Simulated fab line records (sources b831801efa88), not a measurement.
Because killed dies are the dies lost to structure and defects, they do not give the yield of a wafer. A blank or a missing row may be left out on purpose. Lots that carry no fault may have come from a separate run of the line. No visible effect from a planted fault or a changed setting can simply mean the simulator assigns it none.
Code-filled problem report in 8D (eight disciplines) form / flow sky130 / the parts of the form that need people (team, actions taken, sign-off) are left out

== 1. WHAT IS WRONG ==
heater-power-total-W at SKY_CAP2M_SOFTBAKE_08 reads a mean of 53.20 W on 6 wafers of 2 lots; wafers without a fault read 56.60 W with a standard deviation of 0.042. That puts it -81 standard deviations away from the usual mean.
The step: time 60 s.
First observed at day 45 18:02: wafer L973.4, on litho-track-01. At this step, 18 wafers from 6 lots have a number in the record. Rule for "out" (also "out of limits"): further than 4 standard deviations from the usual mean. The rest of the wafers with a number are treated as sound.

== 2. WHAT IT IS, AND WHAT IT ISN'T ==
question=which readings at this step | is=heater-power-total-W, plate-temp-C | is not=resist-line-temp-C
question=which lots | is=L971, L973 | is not=L954, L966, L968, L976
question=which wafers of those lots | is=all that have a number | is not=-
question=read on which tools | is=litho-track-01 | is not=litho-track-03, litho-track-04
question=when | is=from day 45 18:02 | is not=up to then (9 sound wafers); but 3 sound wafers of L976 came after

== 3. THE SUSPECTS, EACH WITH WHAT RULES IT OUT ==
Counting: a tool stays on the suspect list if, at a process step up to the reading, it processed all lots that are out and no sound lot following the first of them.
- litho-track-01 at SKY_CAP2M_SOFTBAKE_08 (time 60 s): kept. It processed each lot that is out, first L973 at day 45 18:02, and no sound lot thereafter; up to then, the last sound lot it processed was L966 at day 43 11:37. Out on those wafers are its own readings of heater-power-total-W, plate-temp-C.
The count leaves litho-track-01 at SKY_CAP2M_SOFTBAKE_08.

== 4. THE CAUSE (what the simulator had put in) ==
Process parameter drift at SKY_CAP2M_SOFTBAKE_08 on litho-track-01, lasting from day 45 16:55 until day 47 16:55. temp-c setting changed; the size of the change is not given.
The count eliminated every tool but this one.

== 5. THE CHAIN OF EFFECTS, in route order ==
One row per reading whose mean, taken over the struck wafers that have a number, lies over 3 standard deviations from the usual. Only readings for which the record gives a usual standard deviation are gone through. hours: the time from each lot's start at the first step in this table that gives one to its start at this step, as a median over the lots. sigmas: the change in usual standard deviations.
hours=0; step=SKY_CAP2M_SOFTBAKE_08; reading=heater-power-total-W; usual=56.60 W; on struck wafers=53.20; change=-3.40; sigmas=-81
hours=0; step=SKY_CAP2M_SOFTBAKE_08; reading=plate-temp-C; usual=90.03 C; on struck wafers=86.19; change=-3.84; sigmas=-32
Process steps it contains:
- SKY_CAP2M_SOFTBAKE_08: time 60 s.
Later measuring or inspecting steps at which every struck wafer that the step has a row for has a number for every such reading, and none has moved that far: SKY_CAP2M_OVL_MEAS_12.

== 6. WHAT WOULD HAVE CAUGHT IT SOONER ==
In this record the first reading out of limits was taken at day 45 18:02, 1 hour after the fault began at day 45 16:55.
